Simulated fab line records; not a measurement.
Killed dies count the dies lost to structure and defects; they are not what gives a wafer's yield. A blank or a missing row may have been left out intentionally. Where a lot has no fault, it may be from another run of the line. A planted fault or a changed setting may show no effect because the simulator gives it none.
Commonality check across tools	flow sky130	Sampled: 11 lots, 33 wafers

== REASON IT WAS OPENED ==
SKY_LDD_HVP_TW_MEAS_10, reading LDD_HVP_TW: flagged on 2 of 11 lots. Wafers without a fault read 456.2, standard deviation 1.8.
Rule: flag the lot when none of its wafers has a number, or when each of its wafers that has one lies beyond 4 standard deviations from that mean. As for the other lots, they are considered sound.

lot	measured	on	LDD_HVP_TW, wafer by wafer	flag
L551	day 21 09:16	filmMetro-01	456.2 454.0 455.3	
L553	day 22 02:33	filmMetro-02	456.3 456.9 456.5	
L554	day 22 06:30	filmMetro-01	455.8 456.5 455.4	
L560	day 25 07:52	filmMetro-01	476.4 476.2 476.2	FLAGGED
L563	day 26 01:41	filmMetro-02	478.6 477.0 476.4	FLAGGED
L569	day 28 15:40	filmMetro-02	455.7 455.8 456.7	
L567	day 28 17:28	filmMetro-01	456.3 459.2 459.2	
L570	day 29 06:57	filmMetro-02	457.6 457.5 457.0	
L571	day 29 14:29	filmMetro-04	452.5 452.3 455.4	
L572	day 29 19:25	filmMetro-02	458.1 458.2 458.5	
L573	day 29 21:04	filmMetro-04	455.9 455.8 455.0	
Average over the flagged lots: 476.8; offset from the usual +20.6, equal to +11 standard deviations.

== TOOL THAT RAN EACH LOT ==
Before the reading, the record contains 3 process steps out of a 708-step route. Each cell gives the tool, then ch followed by the chambers the sampled wafers passed through, then the start.
lot	flag	SKY_POLY_GATE_ETCH_17	SKY_LDD_HVP_IMPLANT_08	SKY_LDD_HVP_STRIP_09
L551		rieSi-01 ch 0,1,2, day 16 08:22	implanter-04 ch 0, day 21 09:01	plasmaAsher-02 ch 0,1, day 21 09:09
L553		rieSi-01 ch 2,3, day 16 23:03	implanter-01 ch 0, day 22 02:18	plasmaAsher-01 ch 0,1, day 22 02:27
L554		rieSi-01 ch 2,3, day 17 02:00	implanter-02 ch 0, day 22 06:12	plasmaAsher-01 ch 0,1, day 22 06:21
L560	FLAGGED	rieSi-01 ch 2,3, day 20 02:54	implanter-01 ch 0, day 25 07:37	plasmaAsher-04 ch 0,1, day 25 07:46
L563	FLAGGED	rieSi-02 ch 0,2,3, day 20 22:04	implanter-01 ch 0, day 26 01:26	plasmaAsher-01 ch 0,1, day 26 01:35
L569		rieSi-02 ch 2,3, day 23 14:30	implanter-01 ch 0, day 28 15:26	plasmaAsher-02 ch 0,1, day 28 15:35
L567		rieSi-02 ch 0,1, day 23 14:51	implanter-01 ch 0, day 28 17:13	plasmaAsher-01 ch 0,1, day 28 17:22
L570		rieSi-01 ch 0,2,3, day 24 06:30	implanter-02 ch 0, day 29 06:43	plasmaAsher-02 ch 0,1, day 29 06:50
L571		rieSi-02 ch 0,1, day 24 17:45	implanter-04 ch 0, day 29 14:14	plasmaAsher-01 ch 0,1, day 29 14:23
L572		rieSi-01 ch 1,3, day 24 21:18	implanter-04 ch 0, day 29 19:11	plasmaAsher-01 ch 0,1, day 29 19:20
L573		rieSi-02 ch 0,1, day 24 21:43	implanter-01 ch 0, day 29 20:49	plasmaAsher-02 ch 0,1, day 29 20:58
These steps, and what they do:
- SKY_POLY_GATE_ETCH_17: etches poly-Si in HBr/Cl2, stops on SiO2, target depth 180 nm, time 70.5 s.
- SKY_LDD_HVP_IMPLANT_08
- SKY_LDD_HVP_STRIP_09: strips in O2/N2.
- SKY_LDD_HVP_TW_MEAS_10

== FLAGGED AGAINST TOTAL, ONE TOOL AT A TIME (gauges that did the reading follow at the end) ==
step	tool	lots run	flagged	share of the flagged lots	sound lots run after its first flagged lot
SKY_POLY_GATE_ETCH_17	rieSi-01	6	1	some	2 (L570,L572)
SKY_POLY_GATE_ETCH_17	rieSi-02	5	1	some	4 (L569,L567,L571,L573)
SKY_LDD_HVP_IMPLANT_08	implanter-01	6	2	all	3 (L569,L567,L573)
SKY_LDD_HVP_IMPLANT_08	implanter-02	2	0	none	-
SKY_LDD_HVP_IMPLANT_08	implanter-04	3	0	none	-
SKY_LDD_HVP_STRIP_09	plasmaAsher-01	6	1	some	3 (L567,L571,L572)
SKY_LDD_HVP_STRIP_09	plasmaAsher-02	4	0	none	-
SKY_LDD_HVP_STRIP_09	plasmaAsher-04	1	1	some	0
SKY_LDD_HVP_TW_MEAS_10	filmMetro-01	4	1	some	1 (L567)
SKY_LDD_HVP_TW_MEAS_10	filmMetro-02	5	1	some	3 (L569,L570,L572)
SKY_LDD_HVP_TW_MEAS_10	filmMetro-04	2	0	none	-

== WHAT THE TABLE ALLOWS ==
All flagged lots share 1 row of the table, namely implanter-01 at SKY_LDD_HVP_IMPLANT_08.
- implanter-01 at SKY_LDD_HVP_IMPLANT_08: 2 of its 6 lots flagged. Lots that were sound ran on it after the first flagged one (L569, L567, L573); a persistent fault on the entire tool would not allow that. Its own readings (beamEnergyKeV) fall more than 4 standard deviations out on all wafers of the flagged lots.
None of the table's rows ran every flagged lot and, after the first, no sound lot.

== WHAT HAD BEEN PUT IN BY THE SIMULATOR ==
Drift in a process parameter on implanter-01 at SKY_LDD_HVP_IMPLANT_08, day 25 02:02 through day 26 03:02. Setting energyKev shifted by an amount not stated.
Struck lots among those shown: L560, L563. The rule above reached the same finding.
